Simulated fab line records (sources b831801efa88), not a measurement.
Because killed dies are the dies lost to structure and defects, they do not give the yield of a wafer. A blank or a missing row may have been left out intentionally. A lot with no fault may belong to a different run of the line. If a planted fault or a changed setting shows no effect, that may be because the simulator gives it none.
Which tool is to blame?    flow sky130    11 lots, 33 wafers sampled, at 2 steps of a route of 708

WHAT THE GAUGES READ, wafer by wafer
SKY_CONTACT_CD_MEAS_14 targets a cd of 170 nm.
lot   measured      on        cdNm (nm)
L665  day 32 04:27  cdSem-02  167.2 167.5 166.3
L666  day 33 03:18  cdSem-01  168.9 169.7 170.2
L667  day 33 05:41  cdSem-01  167.8 166.4 169.0
L675  day 35 20:22  cdSem-02  167.9 168.3 169.4
L676  day 35 20:49  cdSem-01  173.0 172.7 171.9
L678  day 36 14:04  cdSem-01  172.1 169.4 170.2
L679  day 36 23:19  cdSem-01  170.3 168.9 167.8
L682  day 37 22:49  cdSem-02  167.7 167.4 167.6
L683  day 38 03:40  cdSem-01  166.2 168.5 167.2
L684  day 38 08:12  cdSem-02  168.7 168.5 167.4
L685  day 38 16:02  cdSem-01  171.6 172.2 172.8

EACH LOT AND THE TOOL THAT RAN IT (in order: tool; ch and the chambers of the sampled wafers; start)
lot   SKY_CONTACT_COAT_08
L665  lithoTrack-03 ch 0, day 31 13:34
L666  lithoTrack-01 ch 0, day 32 13:31
L667  lithoTrack-01 ch 0, day 32 15:30
L675  lithoTrack-03 ch 0, day 35 06:25
L676  lithoTrack-01 ch 0, day 35 07:04
L678  lithoTrack-01 ch 0, day 36 00:10
L679  lithoTrack-03 ch 0, day 36 10:01
L682  lithoTrack-02 ch 0, day 37 09:14
L683  lithoTrack-02 ch 0, day 37 14:41
L684  lithoTrack-02 ch 0, day 37 19:17
L685  lithoTrack-03 ch 0, day 38 03:26
- SKY_CONTACT_COAT_08: resist thk 60 nm.

THE ANSWER, worked out from the rows above alone
Rule: the lots themselves supply what counts as usual. The widest of any qualifying gaps counts: lots, ordered by their means at a reading, are off when they make up no more than a third of the lots, leave a main group of 4 or more, and stand apart from it by 3 or more times the standard deviation of that group's means. The tables above print the reading to a certain number of digits; a main group whose means all agree to those digits is not used. A lot without any number at a reading at which 4 lots or more have one is off too. Where the step has rows for the other lots, those lots are counted as sound.
No lot is off on any of the readings shown, so nothing can be concluded from this.

WHAT THE SIMULATOR PUT IN
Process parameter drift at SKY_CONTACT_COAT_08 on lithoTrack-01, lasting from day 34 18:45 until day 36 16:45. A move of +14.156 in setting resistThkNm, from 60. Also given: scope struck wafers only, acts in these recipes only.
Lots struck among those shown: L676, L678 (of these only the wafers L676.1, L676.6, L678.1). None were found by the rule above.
